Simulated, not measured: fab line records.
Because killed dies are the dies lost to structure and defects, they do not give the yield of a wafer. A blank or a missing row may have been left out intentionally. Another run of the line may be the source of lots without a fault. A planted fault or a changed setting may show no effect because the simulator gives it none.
The tool behind it: which one? || flow gf180mcu || route of 602 steps, sampled at 1 step: 7 lots, 21 wafers

WHAT THE GAUGES SHOWED, per wafer
GF_M4_RS_MEAS_05: the measuring method here is four-point-probe.
{"lot": "L720", "measured": "day 24 06:50", "on": "film metro-03", "M4_ALCU_RS (ohm/sq)": "0.0697 0.0695 0.0701"}
{"lot": "L722", "measured": "day 25 00:18", "on": "film metro-02", "M4_ALCU_RS (ohm/sq)": "0.0696 0.0692 0.0699"}
{"lot": "L724", "measured": "day 25 14:07", "on": "film metro-02", "M4_ALCU_RS (ohm/sq)": "0.0691 0.0694 0.0694"}
{"lot": "L729", "measured": "day 27 07:59", "on": "film metro-02", "M4_ALCU_RS (ohm/sq)": "0.0708 0.0709 0.0706"}
{"lot": "L733", "measured": "day 28 11:44", "on": "film metro-02", "M4_ALCU_RS (ohm/sq)": "0.0684 0.0689 0.0685"}
{"lot": "L735", "measured": "day 29 01:00", "on": "film metro-04", "M4_ALCU_RS (ohm/sq)": "0.0701 0.0704 0.0694"}
{"lot": "L737", "measured": "day 29 19:24", "on": "film metro-02", "M4_ALCU_RS (ohm/sq)": "0.0715 0.0711 0.0712"}

TOOL THAT RAN EACH LOT (tool first, then ch and the chambers of the sampled wafers, then the start)
Record: no process step prior to these readings.

THE ANSWER, worked out from the rows above alone
Rule: the usual values come from the lots themselves. Put in order of their means at a reading, lots are off if they are a third of the lots or fewer, leave a main group of 4 or more, and stand apart from it by a gap of 3 or more times the standard deviation of the main group's means; of several such gaps the widest counts. A main group is skipped when, at the precision printed for the reading in the tables above, its means are all equal. A lot without any number at a reading at which 4 lots or more have one is off too. Where the step has rows for the other lots, those lots are counted as sound.
None of the lots is off at any reading shown; this tells nothing.

WHAT WAS PUT IN BY THE SIMULATOR
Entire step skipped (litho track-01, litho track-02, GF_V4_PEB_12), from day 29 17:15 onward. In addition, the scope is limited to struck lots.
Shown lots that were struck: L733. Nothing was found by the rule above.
